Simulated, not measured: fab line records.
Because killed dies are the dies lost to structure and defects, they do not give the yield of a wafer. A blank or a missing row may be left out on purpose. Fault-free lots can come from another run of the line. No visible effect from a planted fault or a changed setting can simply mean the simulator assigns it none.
fab line records | flow sky130
[record] lots = 10 wafers = 30 last-day = 50
route steps=708 shown VIA1@459 METAL2@503 VIA2@519 CAPM@539 PAD_OPEN@708
lots with no fault: from the same line, run without faults
start-h: hours from the record's first day to the start of the lot's first wafer shown | wait-h: time in hours since the lot's previous step | " identical to the entry in the row above | L1.1+2: several wafers, shown together as one row | - no value present, or no start provided | * or withheld: withheld | < > ~ a bound
route shown NAME@n: NAME is a module with steps in the file, n the number in the route of the first one | usual: mean and standard deviation over wafers with no fault | same: alike in all rows | chamber/n: place in a boat | sites: each site's reading | _std_site: how widely they spread, as a standard deviation | _edge_site: inner sites' mean taken away from outer sites' mean | radius-mm: how far each site lies from the wafer's centre | mask NAME#n: copy n | behind: the tool/chamber that last shaped the wafer | hold: cause of the lot's hold/its duration in hours/its outcome | device: the transistor (n, p or np) that didn't switch | end of line: at the end of the route, the tests of the same wafers | for a step that has no rows: nothing shown but its recipe | killed: at the first sort, the dies lost to defects and structure; wafer yield is something else | map: dies across one wafer; x = killed, . = not, _ = none there
set.NAME: the setting as run; set.NAME@STEP: as run at that earlier step | model.NAME: the simulator's own value behind a step, which no gauge read
one table for each step of the route and one row for each wafer, over a sample of lots
services: when a tool's chamber went out of use (start-h, in hours from the record's first day, below 0 if earlier), for how many hours, and the reason
[[steps]]
[step SKY_VIA1_THK_MEAS_01]
[recipe] reads = SiO2_of_VIA1_HDPCVD_00
[usual] VIA1_HDPCVD_THK = 1035/9.8
// columns lot.wafer tool chamber start-h wait-h VIA1_HDPCVD_THK[nm]
L379.2 film-metro-03 - 816.18 0.1 1021
L379.3 " - " " 1020
L379.5 " - " " 1017
L378.3 film-metro-02 - 816.51 0.1 1029
L378.4 " - " " 1051
L378.6 " - " " 1054
L381.3 film-metro-02 - 821.89 0.1 1024
L381.4 " - " " 1033
L381.6 " - " " 1036
L385.2 film-metro-01 - 832.82 0.1 1044
L385.3 " - " " 1037
L385.5 " - " " 1037
L386.1 film-metro-02 - 837.54 0.1 1038
L386.2 " - " " 1043
L386.4 " - " " 1047
L387.2 film-metro-02 - 846.33 0.1 1038
L387.3 " - " " 1048
L387.4 " - " " 1024
L392.1 film-metro-01 - 894.15 0.1 1041
L392.2 " - " " 1049
L392.4 " - " " 1045
L394.1 film-metro-02 - 906.69 0.1 1021
L394.4 " - " " 1029
L394.6 " - " " 1028
L393.2 film-metro-03 - 908.44 0.1 1033
L393.3 " - " " 1043
L393.5 " - " " 1044
L399.1 film-metro-03 - 933.69 0.1 1048
L399.2 " - " " 1038
L399.3 " - " " 1040
[step SKY_METAL2_STRIP_20]
[recipe] chemistry = O2/N2 power-w = 1400 pressure-mtorr = 1500 platen-temp-c = withheld o2-flow-sccm = 3000 n2-flow-sccm = 300 overash-fraction = 0.5
[usual] drypump-motor-current-A = 5.7/0.59 oes-product-au = 0.343/0.0049 strip-time-to-endpoint-s = 2.705/0.025
// columns lot.wafer tool chamber start-h wait-h drypump-motor-current-A oes-product-au rf-hours-counter-h strip-time-to-endpoint-s
L379.2 plasma-asher-04 0 870.30 0.1 6.4 0.351 106 2.762
L379.3 " 0 " " 6.4 0.338 - 2.716
L379.5 " 0 " " 6.4 0.346 - 2.729
L378.3 plasma-asher-04 1 871.11 0.1 5.5 0.339 - 2.684
L378.4 " 0 " " 6.4 0.343 - 2.674
L378.6 " 1 " " 5.4 0.343 - 2.675
L381.3 plasma-asher-02 1 876.58 0.1 5.8 0.341 - 2.710
L381.4 " 0 " " 5.1 0.347 - 2.713
L381.6 " 1 " " 5.8 0.341 - 2.730
L385.2 plasma-asher-01 1 887.32 0.1 6.3 0.347 44 2.726
L385.3 " 1 " " 6.4 0.344 - 2.699
L385.5 " 0 " " 5.0 0.339 - 2.724
L386.1 plasma-asher-01 1 891.59 0.1 6.4 0.351 44 2.715
L386.2 " 0 " " 4.9 0.341 44 2.709
L386.4 " 1 " " 6.4 0.336 - 2.690
L387.2 plasma-asher-04 1 900.79 0.1 5.5 0.343 109 2.690
L387.3 " 1 " " 5.5 0.353 - 2.696
L387.4 " 0 " " 6.4 0.339 - 2.694
L392.1 plasma-asher-01 0 946.27 0.1 4.9 0.345 50 2.664
L392.2 " 1 " " 6.4 0.346 50 2.708
L392.4 " 1 " " 6.4 0.345 - 2.705
L394.1 plasma-asher-02 1 957.64 0.1 5.8 0.339 79 2.692
L394.4 " 0 " " 5.1 0.345 - 2.686
L394.6 " 1 " " 5.7 0.333 - 2.666
L393.2 plasma-asher-02 0 960.04 0.1 5.1 0.343 80 2.706
L393.3 " 1 " " 5.8 0.341 - 2.699
L393.5 " 1 " " 5.8 0.336 - 2.697
L399.1 plasma-asher-02 0 985.67 0.1 5.1 0.354 82 2.718
L399.2 " 1 " " 5.7 0.344 82 2.695
L399.3 " 0 " " 5.1 0.345 - 2.667
[step SKY_VIA2_CD_MEAS_12]
[recipe] target-cd-nm = 200
[usual] cd-nm = 200.5/1.4
// columns lot.wafer tool chamber start-h wait-h cd-nm
L379.2 cd-sem-01 - 898.07 - 199.3
L379.3 " - " " 198.6
L379.5 " - " " 199.2
L378.3 cd-sem-02 - 898.81 - 203.6
L378.4 " - " " 201.6
L378.6 " - " " 201.5
L381.3 cd-sem-01 - 904.84 - 197.6
L381.4 " - " " 200.1
L381.6 " - " " 199.1
L385.2 cd-sem-01 - 913.35 - 200.4
L385.3 " - " " 200.2
L385.5 " - " " 199.7
L386.1 cd-sem-01 - 917.87 - 199.4
L386.2 " - " " 198.9
L386.4 " - " " 198.5
L387.2 cd-sem-01 - 926.44 - 202.3
L387.3 " - " " 202.6
L387.4 " - " " 202.0
L392.1 cd-sem-01 - 972.43 - 202.5
L392.2 " - " " 201.6
L392.4 " - " " 201.0
L394.1 cd-sem-01 - 982.73 - 200.8
L394.4 " - " " 199.6
L394.6 " - " " 199.5
L393.2 cd-sem-01 - 984.94 - 200.3
L393.3 " - " " 201.3
L393.5 " - " " 201.2
L399.1 cd-sem-02 - 1009.87 - 200.3
L399.2 " - " " 199.6
L399.3 " - " " 201.1
[step SKY_CAPM_SPUTTER_02]
[recipe] material = TiN target-thk-nm = 200 temp-c = 300 power-w = 6500 time-s = 166.7 chamber-pressure-pa = 0.4
[usual] throttle-valve-pct = 29.7/1
// columns lot.wafer tool chamber start-h wait-h throttle-valve-pct
L379.2 pvd-sputter-01 - 899.81 0.0 29.4
L379.3 " - " " 30.5
L379.5 " - " " 29.6
L378.3 pvd-sputter-01 - 900.53 0.0 29.7
L378.4 " - " " 29.6
L378.6 " - " " 29.6
L381.3 pvd-sputter-02 - 906.67 0.0 29.8
L381.4 " - " " 29.0
L381.6 " - " " 31.3
L385.2 pvd-sputter-03 - 915.13 0.0 28.8
L385.3 " - " " 28.0
L385.5 " - " " 30.3
L386.1 pvd-sputter-02 - 919.76 0.1 28.6
L386.2 " - " " 30.2
L386.4 " - " " 29.9
L387.2 pvd-sputter-02 - 928.23 0.0 29.8
L387.3 " - " " 30.3
L387.4 " - " " 31.0
L392.1 pvd-sputter-02 - 974.37 0.1 29.7
L392.2 " - " " 30.3
L392.4 " - " " 28.8
L394.1 pvd-sputter-03 - 984.54 0.1 27.6
L394.4 " - " " 28.8
L394.6 " - " " 28.1
L393.2 pvd-sputter-02 - 986.69 0.0 31.2
L393.3 " - " " 29.7
L393.5 " - " " 30.4
L399.1 pvd-sputter-01 - 1011.65 0.1 29.7
L399.2 " - " " 29.8
L399.3 " - " " 30.2
[step SKY_CAPM_RS_MEAS_03]
[recipe] thk-meas-gauge = four-point-probe reads = TiN_of_CAPM_SPUTTER_02
[usual] CAPM_TIN_RS = 6.94/0.065
// columns lot.wafer tool chamber start-h wait-h CAPM_TIN_RS[ohm/sq]
L379.2 film-metro-04 - 899.94 0.1 6.96
L379.3 " - " " 6.88
L379.5 " - " " 6.93
L378.3 film-metro-04 - 900.68 0.1 6.90
L378.4 " - " " 6.95
L378.6 " - " " 6.99
L381.3 film-metro-03 - 906.82 0.1 6.96
L381.4 " - " " 6.90
L381.6 " - " " 6.92
L385.2 film-metro-03 - 915.26 0.1 6.93
L385.3 " - " " 6.92
L385.5 " - " " 6.90
L386.1 film-metro-03 - 919.87 0.1 6.79
L386.2 " - " " 6.90
L386.4 " - " " 6.93
L387.2 film-metro-04 - 928.36 0.1 7.13
L387.3 " - " " 7.09
L387.4 " - " " 7.07
L392.1 film-metro-04 - 974.48 0.1 6.92
L392.2 " - " " 5.15
L392.4 " - " " 5.11
L394.1 film-metro-04 - 984.65 0.1 6.92
L394.4 " - " " 6.85
L394.6 " - " " 6.93
L393.2 film-metro-03 - 986.82 0.1 5.14
L393.3 " - " " 6.95
L393.5 " - " " 7.07
L399.1 film-metro-03 - 1011.76 0.1 7.06
L399.2 " - " " 7.02
L399.3 " - " " 7.02
[step SKY_CAPM_THK_MEAS_04]
[recipe] thk-meas-gauge = xrf reads = TiN_of_CAPM_SPUTTER_02
[usual] CAPM_TIN_THK = 197.6/1.9
// columns lot.wafer tool chamber start-h wait-h CAPM_TIN_THK[nm]
L379.2 film-metro-04 - 900.05 0.1 198.0
L379.3 " - " " 199.2
L379.5 " - " " 198.1
L378.3 film-metro-04 - 900.78 0.1 199.9
L378.4 " - " " 198.0
L378.6 " - " " 196.4
L381.3 film-metro-03 - 906.92 0.1 196.4
L381.4 " - " " 197.9
L381.6 " - " " 197.6
L385.2 film-metro-03 - 915.37 0.1 196.5
L385.3 " - " " 197.6
L385.5 " - " " 197.2
L386.1 film-metro-03 - 919.99 0.1 200.1
L386.2 " - " " 197.9
L386.4 " - " " 197.1
L387.2 film-metro-04 - 928.47 0.1 193.9
L387.3 " - " " 195.6
L387.4 " - " " 196.0
L392.1 film-metro-04 - 974.60 0.1 198.4
L392.2 " - " " 264.5
L392.4 " - " " 267.0
L394.1 film-metro-04 - 984.77 0.1 198.0
L394.4 " - " " 200.0
L394.6 " - " " 197.7
L393.2 film-metro-03 - 986.93 0.1 264.6
L393.3 " - " " 196.3
L393.5 " - " " 193.5
L399.1 film-metro-03 - 1011.88 0.1 193.7
L399.2 " - " " 194.6
L399.3 " - " " 195.3
[step SKY_CAPM_METAL_ETCH_13]
[recipe] target-depth-nm = 220 stop-on = SiO2 chemistry = Cl2/BCl3 target = TiN pressure-mtorr = 10 icp-w = 900 bias-w = 48.5 Cl2_flow_sccm = 60 bcl3-flow-sccm = 30 time-s = 62.9
[usual] drypump-motor-current-A = 5.7/0.45 oes-product-au = 0.940/0.0061 throttle-valve-pct = 21.903/0.0097
// columns lot.wafer tool chamber start-h wait-h drypump-motor-current-A oes-product-au rf-hours-counter-h throttle-valve-pct
L379.2 rie-metal-02 1 924.42 0.0 5.7 0.939 5 21.903
L379.3 " 0 " " 5.7 0.941 - 21.892
L379.5 " 0 " " 5.7 0.941 - 21.906
L378.3 rie-metal-03 1 925.01 0.0 6.6 0.948 - 21.906
L378.4 " 0 " " 5.7 0.938 - 21.903
L378.6 " 0 " " 5.7 0.944 - 21.913
L381.3 rie-metal-02 0 930.51 0.0 5.7 0.933 - 21.909
L381.4 " 1 " " 5.7 0.949 - 21.900
L381.6 " 0 " " 5.7 0.948 - 21.903
L385.2 rie-metal-02 1 939.79 0.0 5.7 0.942 6 21.897
L385.3 " 0 " " 5.7 0.931 - 21.910
L385.5 " 0 " " 5.7 0.939 - 21.904
L386.1 rie-metal-02 0 943.89 0.0 5.7 0.955 13 21.883
L386.2 " 1 " " 5.7 0.949 6 21.909
L386.4 " 1 " " 5.7 0.943 - 21.900
L387.2 rie-metal-02 0 953.03 0.0 5.7 0.923 14 21.921
L387.3 " 1 " " 5.7 0.932 - 21.900
L387.4 " 0 " " 5.7 0.935 - 21.916
L392.1 rie-metal-02 0 997.89 0.0 5.7 0.939 16 21.904
L392.2 " 1 " " 5.7 0.992 9 21.878
L392.4 " 0 " " 5.7 0.998 - 21.869
L394.1 rie-metal-03 1 1006.33 0.0 6.6 0.945 17 21.895
L394.4 " 1 " " 6.6 0.945 - 21.891
L394.6 " 0 " " 5.7 0.945 - 21.909
L393.2 rie-metal-02 1 1010.21 0.0 5.7 0.995 10 21.867
L393.3 " 0 " " 5.7 0.931 - 21.917
L393.5 " 1 " " 5.7 0.934 - 21.901
L399.1 rie-metal-03 0 1033.81 0.0 5.7 0.934 9 21.901
L399.2 " 1 " " 6.6 0.931 19 21.895
L399.3 " 1 " " 6.6 0.933 - 21.907
[step SKY_PAD_OPEN_PROBE_99]
[usual] defect-limited-yield = 82.6/1.8 killed_at_M0_to_M3 = 43/7 killed_at_M4_up = 3.4/1.9 killed-at-contacts = 24/5.4 killed-at-front-end = 15/4.4 killed-at-other = 0.4/0.63 killed-dies = 86/9.1 killed-on-rim = 16/3.5 killed-open = 46/6.6 killed-short = 39/6.6 sort_bin_3_pad_short = 0.9/0.46 sort_bin_5_function = 10.3/1.4 sort_bin_6_memory = 6.2/1.1 sort-n-pass = 406/9.1 sort-yield-pct = 82.6/1.8
[same] gross-dies = 492 killed-at-back-side = 0 sort_bin_4_leakage[%] = 0 sort_bin_8_speed[%] = 0
// columns lot.wafer tool chamber start-h wait-h defect-limited-yield[%] killed_at_M0_to_M3 killed_at_M4_up killed-at-contacts killed-at-front-end killed-at-other killed-dies killed-on-rim killed-open killed-short sort_bin_3_pad_short[%] sort_bin_5_function[%] sort_bin_6_memory[%] sort-n-pass sort-yield-pct[%]
L379.2 prober-01 - 1114.91 0.1 83.3 44 2 18 18 0 82 13 48 32 0.6 9.8 6.3 410 83.3
L379.3 prober-01 - 1114.96 0.2 82.7 39 4 21 21 0 85 8 54 31 0.2 11.8 5.3 407 82.7
L379.5 prober-01 - 1115.06 0.2 81.1 48 3 16 26 0 93 14 52 36 0.6 10.6 7.7 399 81.1
L378.3 prober-02 - 1117.29 0.2 79.7 51 2 31 16 0 100 26 53 45 1.4 12.0 6.9 392 79.7
L378.4 prober-02 - 1117.34 0.2 84.6 33 1 28 12 2 76 14 41 35 2.0 9.1 4.3 416 84.6
L378.6 prober-02 - 1117.44 0.2 79.7 47 2 29 22 0 100 17 60 40 0.8 13.0 6.5 392 79.7
L381.3 prober-02 - 1121.24 0.2 84.8 35 7 19 14 0 75 14 40 35 1.2 8.9 5.1 417 84.8
L381.4 prober-02 - 1121.29 0.2 84.3 40 4 18 15 0 77 16 44 33 1.2 9.3 5.1 415 84.3
L381.6 prober-02 - 1121.39 0.2 82.1 49 6 26 6 1 88 18 44 44 0.8 10.6 6.5 404 82.1
L385.2 prober-01 - 1129.13 0.1 81.1 37 4 27 25 0 93 16 47 44 1.2 12.0 5.7 399 81.1
L385.3 prober-01 - 1129.18 0.2 82.3 34 3 25 23 2 87 19 48 35 1.0 10.0 6.7 405 82.3
L385.5 prober-01 - 1129.28 0.2 84.8 35 4 20 16 0 75 11 46 28 0.8 9.1 5.3 417 84.8
L386.1 prober-01 - 1130.77 0.1 86.0 38 2 18 11 0 69 14 39 30 0.4 9.3 4.3 423 86.0
L386.2 prober-01 - 1130.82 0.1 83.7 44 1 22 13 0 80 16 39 41 0.6 9.1 6.5 412 83.7
L386.4 prober-01 - 1130.92 0.2 83.9 52 0 17 10 0 79 13 45 34 1.2 9.3 5.5 413 83.9
L387.2 prober-02 - 1136.51 0.1 81.7 47 4 27 12 0 90 17 51 39 1.0 10.0 7.3 402 81.7
L387.3 prober-02 - 1136.56 0.2 83.3 39 3 27 13 0 82 13 46 36 0.4 9.8 6.5 410 83.3
L387.4 prober-02 - 1136.61 0.2 82.7 45 2 23 15 0 85 18 47 38 1.8 8.9 6.5 407 82.7
L392.1 prober-01 - 1171.39 0.1 83.7 50 3 12 15 0 80 15 43 37 0.8 10.2 5.3 412 83.7
L392.2 prober-01 - 1171.44 0.1 0 53 5 21 7 406 492 96 46 39 82.9 10.2 6.9 0 0
L392.4 prober-01 - 1171.54 0.2 0 57 4 24 11 396 492 96 45 50 81.7 11.8 6.5 0 0
L394.1 prober-02 - 1181.45 0.1 80.5 50 1 29 15 1 96 19 56 40 0.8 10.8 7.9 396 80.5
L394.4 prober-02 - 1181.60 0.2 82.5 39 4 26 17 0 86 13 53 33 0.4 10.2 6.9 406 82.5
L394.6 prober-02 - 1181.70 0.2 82.9 50 4 20 9 1 84 17 37 46 1.8 8.1 7.1 408 82.9
L393.2 prober-01 - 1183.00 0.1 0 41 5 16 12 418 492 96 48 26 85.8 9.1 5.1 0 0
L393.3 prober-01 - 1183.05 0.2 84.6 44 2 24 6 0 76 8 45 31 0.4 8.3 6.7 416 84.6
L393.5 prober-01 - 1183.15 0.2 82.5 38 5 22 21 0 86 22 43 43 1.0 10.2 6.3 406 82.5
L399.1 prober-02 - 1201.02 0.1 82.7 52 2 15 14 2 85 25 50 33 0.2 11.4 5.7 407 82.7
L399.2 prober-02 - 1201.07 0.1 78.5 50 9 24 21 2 106 15 49 56 2.0 11.8 7.7 386 78.5
L399.3 prober-02 - 1201.12 0.2 83.5 45 7 20 9 0 81 12 44 37 1.0 9.6 5.9 411 83.5
// killed by level:class
L379.2 VIA1:geometric-particle:open=12 VIA1:geometric-particle:short=9 CONTACT:geometric-particle:open=8 VIA2:geometric-particle:open=8 SPACER:geometric-particle:open=5 LI_CONTACT:geometric-particle:open=5 VIA2:geometric-particle:short=4 VIA3:geometric-particle:open=4
L379.3 VIA1:geometric-particle:open=13 CONTACT:geometric-particle:open=9 LI_CONTACT:geometric-particle:open=8 FIELD_ISO:geometric-particle:open=6 POLY_GATE:geometric-particle:short=6 VIA1:geometric-particle:short=6 VIA3:geometric-particle:open=5 VIA2:geometric-particle:open=5
L379.5 VIA1:geometric-particle:open=18 CONTACT:geometric-particle:open=8 FIELD_ISO:geometric-particle:short=7 FIELD_ISO:geometric-particle:open=5 VIA2:geometric-particle:open=5 VIA3:geometric-particle:open=5 METAL2:geometric-particle:short=4 POLY_GATE:geometric-particle:short=4
L378.3 CONTACT:geometric-particle:open=15 METAL2:geometric-particle:short=9 VIA3:geometric-particle:open=9 CONTACT:geometric-particle:short=6 VIA1:geometric-particle:open=6 VIA2:geometric-particle:open=6 FIELD_ISO:geometric-particle:short=5 VIA1:geometric-particle:short=5
L378.4 CONTACT:geometric-particle:open=9 VIA1:geometric-particle:open=9 CONTACT:geometric-particle:short=7 LI_CONTACT:geometric-particle:open=6 METAL1:geometric-particle:short=6 POLY_GATE:geometric-particle:short=4 LOCAL_INTERCONNECT:geometric-particle:short=4 VIA3:geometric-particle:open=4
L378.6 POLY_GATE:geometric-particle:open=12 VIA1:geometric-particle:open=11 CONTACT:geometric-particle:open=10 VIA2:geometric-particle:open=7 LI_CONTACT:geometric-particle:open=6 CONTACT:geometric-particle:short=5 METAL1:geometric-particle:short=5 METAL2:geometric-particle:short=5
L381.3 VIA3:geometric-particle:open=9 LI_CONTACT:geometric-particle:open=5 METAL2:geometric-particle:short=5 METAL4:geometric-particle:short=5 VIA1:geometric-particle:open=5 VIA1:geometric-particle:short=5 POLY_GATE:geometric-particle:open=4 CONTACT:geometric-particle:open=4
L381.4 VIA3:geometric-particle:open=8 FIELD_ISO:geometric-particle:open=7 CONTACT:geometric-particle:open=7 VIA1:geometric-particle:open=7 METAL2:geometric-particle:short=5 LOCAL_INTERCONNECT:geometric-particle:short=4 LI_CONTACT:geometric-particle:open=4 METAL1:geometric-particle:short=4
L381.6 VIA1:geometric-particle:open=11 VIA3:geometric-particle:open=9 LI_CONTACT:geometric-particle:open=8 LOCAL_INTERCONNECT:geometric-particle:short=7 VIA3:geometric-particle:short=6 CONTACT:geometric-particle:open=5 METAL1:geometric-particle:short=5 METAL4:geometric-particle:short=5
L385.2 CONTACT:geometric-particle:open=11 FIELD_ISO:geometric-particle:short=8 LI_CONTACT:geometric-particle:open=6 VIA1:geometric-particle:open=6 VIA3:geometric-particle:open=6 POLY_GATE:geometric-particle:short=5 CONTACT:geometric-particle:short=5 POLY_GATE:geometric-particle:open=4
L385.3 CONTACT:geometric-particle:open=11 POLY_GATE:geometric-particle:open=8 VIA1:geometric-particle:open=7 VIA3:geometric-particle:open=6 METAL2:geometric-particle:short=5 VIA2:geometric-particle:open=5 LI_CONTACT:geometric-particle:short=4 VIA2:geometric-particle:short=4
L385.5 VIA3:geometric-particle:open=9 CONTACT:geometric-particle:open=8 VIA1:geometric-particle:open=8 FIELD_ISO:geometric-particle:short=7 LI_CONTACT:geometric-particle:open=6 VIA1:geometric-particle:short=6 FIELD_ISO:geometric-particle:open=5 METAL2:geometric-particle:short=3
L386.1 VIA1:geometric-particle:open=17 LI_CONTACT:geometric-particle:open=6 METAL3:geometric-particle:short=6 LOCAL_INTERCONNECT:geometric-particle:short=4 CONTACT:geometric-particle:open=4 VIA2:geometric-particle:short=4 POLY_GATE:geometric-particle:short=3 VIA2:geometric-particle:open=3
L386.2 VIA2:geometric-particle:open=11 CONTACT:geometric-particle:short=9 VIA1:geometric-particle:open=8 CONTACT:geometric-particle:open=7 VIA1:geometric-particle:short=6 VIA3:geometric-particle:open=6 FIELD_ISO:geometric-particle:short=4 METAL1:geometric-particle:short=4
L386.4 VIA1:geometric-particle:open=9 VIA2:geometric-particle:open=8 METAL1:geometric-particle:short=8 CONTACT:geometric-particle:open=6 METAL3:geometric-particle:short=5 LI_CONTACT:geometric-particle:open=5 VIA3:geometric-particle:open=5 VIA2:geometric-particle:short=5
L387.2 VIA1:geometric-particle:open=13 CONTACT:geometric-particle:open=10 CONTACT:geometric-particle:short=7 VIA2:geometric-particle:open=7 METAL1:geometric-particle:short=5 METAL4:geometric-particle:short=4 POLY_GATE:geometric-particle:open=4 LI_CONTACT:geometric-particle:short=4
L387.3 CONTACT:geometric-particle:open=12 VIA1:geometric-particle:open=11 LI_CONTACT:geometric-particle:open=8 METAL1:geometric-particle:short=6 POLY_GATE:geometric-particle:open=5 POLY_GATE:geometric-particle:short=4 VIA3:geometric-particle:open=4 METAL2:geometric-particle:short=4
L387.4 VIA1:geometric-particle:open=12 FIELD_ISO:geometric-particle:short=8 CONTACT:geometric-particle:open=7 LI_CONTACT:geometric-particle:open=6 CONTACT:geometric-particle:short=6 VIA2:geometric-particle:short=5 METAL2:geometric-particle:short=5 VIA2:geometric-particle:open=4
L392.1 VIA3:geometric-particle:open=9 VIA1:geometric-particle:open=8 METAL2:geometric-particle:short=7 VIA2:geometric-particle:open=5 POLY_GATE:geometric-particle:short=4 METAL1:geometric-particle:short=4 VIA3:geometric-particle:short=4 FIELD_ISO:geometric-particle:short=3
L392.2 CAPM:area-etch=406 VIA3:geometric-particle:open=12 CONTACT:geometric-particle:open=11 VIA1:geometric-particle:open=9 METAL2:geometric-particle:short=9 VIA2:geometric-particle:open=5 METAL1:geometric-particle:short=4 VIA1:geometric-particle:short=4
L392.4 CAPM:area-etch=396 VIA1:geometric-particle:open=10 VIA3:geometric-particle:open=10 METAL2:geometric-particle:short=9 CONTACT:geometric-particle:short=8 CONTACT:geometric-particle:open=6 VIA2:geometric-particle:open=5 METAL1:geometric-particle:short=5
L394.1 CONTACT:geometric-particle:open=14 VIA2:geometric-particle:open=10 LI_CONTACT:geometric-particle:open=9 METAL2:geometric-particle:short=9 METAL1:geometric-particle:short=9 VIA1:geometric-particle:open=6 VIA3:geometric-particle:open=5 FIELD_ISO:geometric-particle:short=4
L394.4 LI_CONTACT:geometric-particle:open=10 VIA1:geometric-particle:open=9 METAL2:geometric-particle:short=7 VIA3:geometric-particle:open=6 FIELD_ISO:geometric-particle:open=5 POLY_GATE:geometric-particle:open=5 POLY_GATE:geometric-particle:short=4 LOCAL_INTERCONNECT:geometric-particle:short=4
L394.6 VIA1:geometric-particle:short=8 VIA1:geometric-particle:open=8 METAL2:geometric-particle:short=8 VIA3:geometric-particle:open=8 CONTACT:geometric-particle:open=7 VIA2:geometric-particle:open=6 LI_CONTACT:geometric-particle:open=5 CONTACT:geometric-particle:short=4
L393.2 CAPM:area-etch=418 VIA2:geometric-particle:open=12 VIA1:geometric-particle:open=12 LI_CONTACT:geometric-particle:open=6 CONTACT:geometric-particle:open=6 METAL4:geometric-particle:short=3 LOCAL_INTERCONNECT:geometric-particle:short=3 VIA1:geometric-particle:short=3
L393.3 CONTACT:geometric-particle:open=11 VIA1:geometric-particle:open=10 VIA2:geometric-particle:open=9 METAL2:geometric-particle:short=7 LI_CONTACT:geometric-particle:open=5 VIA3:geometric-particle:short=5 VIA3:geometric-particle:open=4 LOCAL_INTERCONNECT:geometric-particle:short=3
L393.5 CONTACT:geometric-particle:open=13 VIA3:geometric-particle:open=6 VIA2:geometric-particle:open=6 VIA1:geometric-particle:open=5 POLY_GATE:geometric-particle:open=5 METAL1:geometric-particle:short=5 VIA1:geometric-particle:short=5 POLY_GATE:geometric-particle:short=4
L399.1 VIA1:geometric-particle:open=18 CONTACT:geometric-particle:open=6 VIA2:geometric-particle:open=6 VIA3:geometric-particle:open=6 VIA2:geometric-particle:short=5 LI_CONTACT:geometric-particle:open=4 METAL1:geometric-particle:short=4 VIA1:geometric-particle:short=4
L399.2 VIA1:geometric-particle:open=9 VIA2:geometric-particle:open=8 VIA1:geometric-particle:short=8 CONTACT:geometric-particle:open=7 METAL4:geometric-particle:short=7 LI_CONTACT:geometric-particle:open=6 CONTACT:geometric-particle:short=5 METAL1:geometric-particle:short=5
L399.3 VIA3:geometric-particle:open=12 LI_CONTACT:geometric-particle:open=9 VIA1:geometric-particle:open=8 METAL4:geometric-particle:short=6 METAL2:geometric-particle:short=6 METAL1:geometric-particle:short=5 CONTACT:geometric-particle:short=4 CONTACT:geometric-particle:open=4
[[services]]
// columns tool chamber start-h hours kind
pvd-sputter-02 - 850.08 5.0 repair
rie-metal-03 0 864.41 - clean
rie-metal-03 0 864.41 17.3 scheduled-down
rie-metal-03 0 864.41 17.3 vent-cycle
pvd-sputter-01 - 911.04 14.2 repair
plasma-asher-01 - 911.79 2.8 pm
plasma-asher-02 - 912.70 3.1 repair
pvd-sputter-03 - 945.81 0.8 repair
plasma-asher-04 - 961.61 3.5 repair
pvd-sputter-02 - 1024.37 1.9 repair
pvd-sputter-01 - 1025.90 3.3 repair
[[key]]
[first-sign] step = SKY_CAPM_RS_MEAS_03 reading = CAPM_TIN_RS direction = down sigmas = 28 usual = 6.94 struck = 5.13
[effect] step = SKY_CAPM_THK_MEAS_04 reading = CAPM_TIN_THK direction = up sigmas = 36 usual = 197.6 struck = 265.4
[effect] step = SKY_CAPM_METAL_ETCH_13 reading = oes-product-au direction = up sigmas = 9.1 usual = 0.940 struck = 0.995
[effect] step = SKY_PAD_OPEN_PROBE_99 reading = killed-at-other direction = up sigmas = 99+ usual = 0.4 struck = 406.7
[more-kills-born-at] SKY_CAPM_METAL_ETCH_13@rie-metal-02 = 1220
met-at SKY_CAPM_SPUTTER_02
struck-lots L392,L393
struck-wafers L392.2,L392.4,L393.2
later-rows-left-out L392.2,L392.4,L393.2
not-acting-at SKY_VIA1_THK_MEAS_01,SKY_METAL2_STRIP_20,SKY_VIA2_CD_MEAS_12
onset-between 928.23 974.37
[fault] kind = process-parameter-drift tool = pvd-sputter-02 chamber = - onset-h = 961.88 steps = SKY_CAPM_SPUTTER_02 channel = target-thk-nm offset = 68.714 shape = step end-h = 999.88 scope = struck-wafers-only acts-in = these-recipes-only stated = 200
// later-rows-left-out: the simulator's readings of these wafers behind a module that went badly wrong aren't trusted and aren't shown, but for the sort
